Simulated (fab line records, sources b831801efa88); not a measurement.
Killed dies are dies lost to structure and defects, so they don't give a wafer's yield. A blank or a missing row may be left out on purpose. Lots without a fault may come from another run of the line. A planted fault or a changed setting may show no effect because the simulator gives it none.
Which tool did it? | flow gf180mcu | 7 lots, 21 wafers sampled, at 2 steps of a route of 602

WHAT THE GAUGES READ, wafer by wafer
GF_V4_BOW_MEAS_05.
lot  | measured     | on            | V4_BOW (um)
L208 | day 23 16:25 | film_metro-04 | 121 135 123
L213 | day 25 16:25 | film_metro-03 | 137 128 143
L219 | day 27 17:11 | film_metro-02 | 114 102 93
L220 | day 28 03:52 | film_metro-03 | 99 90 95
L224 | day 29 04:20 | film_metro-02 | 153 143 150
L226 | day 29 19:30 | film_metro-03 | 143 130 143
L229 | day 30 04:56 | film_metro-03 | 128 126 131

WHICH TOOL RAN EACH LOT (tool, then ch and the chambers of the sampled wafers, then the start)
lot  | GF_V4_CVD_00
L208 | hdpcvd-02 ch 0,1,2, day 23 15:50
L213 | hdpcvd-02 ch 1,2, day 25 15:50
L219 | hdpcvd-02 ch 0,1,2, day 27 16:26
L220 | hdpcvd-02 ch 0,2, day 28 03:16
L224 | hdpcvd-01 ch 1,2, day 29 03:44
L226 | hdpcvd-02 ch 0,1,2, day 29 18:54
L229 | hdpcvd-01 ch 0,1,2, day 30 04:21
- GF_V4_CVD_00: deposits SiO2, target thk 600 nm, time 100 s.

THE ANSWER, worked out from the rows above alone
Rule: what is usual is taken from the lots themselves. Put in order of their means at a reading, lots are off if they are a third of the lots or fewer, leave a main group of 4 or more, and stand apart from it by a gap of 3 or more times the standard deviation of the main group's means; of several such gaps the widest counts. A main group whose means are all the same, to the digits that the tables above print for the reading, isn't used. A lot without any number at a reading at which 4 lots or more have one is off too. The other lots that the step has rows for count as sound.
No lot is off at any reading shown: from this, nothing can be told.

WHAT THE SIMULATOR HAD PUT IN
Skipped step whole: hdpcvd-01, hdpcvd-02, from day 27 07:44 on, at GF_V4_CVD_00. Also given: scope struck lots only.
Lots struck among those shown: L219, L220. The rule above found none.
